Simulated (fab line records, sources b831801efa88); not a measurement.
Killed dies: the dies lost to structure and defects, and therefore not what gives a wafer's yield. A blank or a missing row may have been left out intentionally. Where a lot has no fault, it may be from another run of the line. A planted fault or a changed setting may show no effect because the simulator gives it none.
Chamber matching -- flow sky130 -- SKY_VIA1_CMP_24 on cmp-01 has 4 sister chambers
The step polishes, stops on SiO2, t overpolish 15 s, target thk 0 nm. 4 wafers are shown with their chamber, then 12 later ones without.

WAFERS WITH THEIR CHAMBER
wafer,chamber,motorCurrentA (A)
L088.5,0,9.4
L090.1,1,11.6
L090.2,2,11.9
L090.5,3,9.5

WAFERS WHOSE CHAMBER IS MISSING
wafer,motorCurrentA (A)
L092.2,9.3
L092.4,12.4
L092.5,9.4
L094.2,11.7
L094.3,9.4
L094.4,11.9
L094.1,9.0
L094.5,12.5
L094.6,12.4
L096.1,9.1
L096.2,11.8
L096.4,12.5

WHICH CHAMBER EACH WENT THROUGH
wafer,from the rows above,in truth
L092.2,can't be placed: 0 or 3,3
L092.4,can't be placed: 2 or 1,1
L092.5,can't be placed: 0 or 3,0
L094.2,can't be placed: 1 or 2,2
L094.3,can't be placed: 0 or 3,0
L094.4,can't be placed: 2 or 1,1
L094.1,can't be placed: 0 or 3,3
L094.5,can't be placed: 2 or 1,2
L094.6,can't be placed: 2 or 1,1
L096.1,can't be placed: 0 or 3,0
L096.2,can't be placed: 2 or 1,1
L096.4,can't be placed: 2 or 1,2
Correctly placed: 0 of 12. Unplaceable from these rows: 12, with the true chamber sitting among the candidates in 12. Wrongly placed: 0.
How it was worked out, from the rows above alone: a wafer's distance from a chamber is the root of the sum, over the readings, of the square of ((its reading less the chamber's mean) divided by the reading's scatter). If the next closest chamber is less than 2 further off than the closest, the wafer can't be placed; otherwise it belongs to the closest. Each chamber's mean is taken over the wafers shown for it. The scatter: with one shown wafer a chamber, the root of the mean of the squares of how far each hidden wafer lies from its nearest shown one.
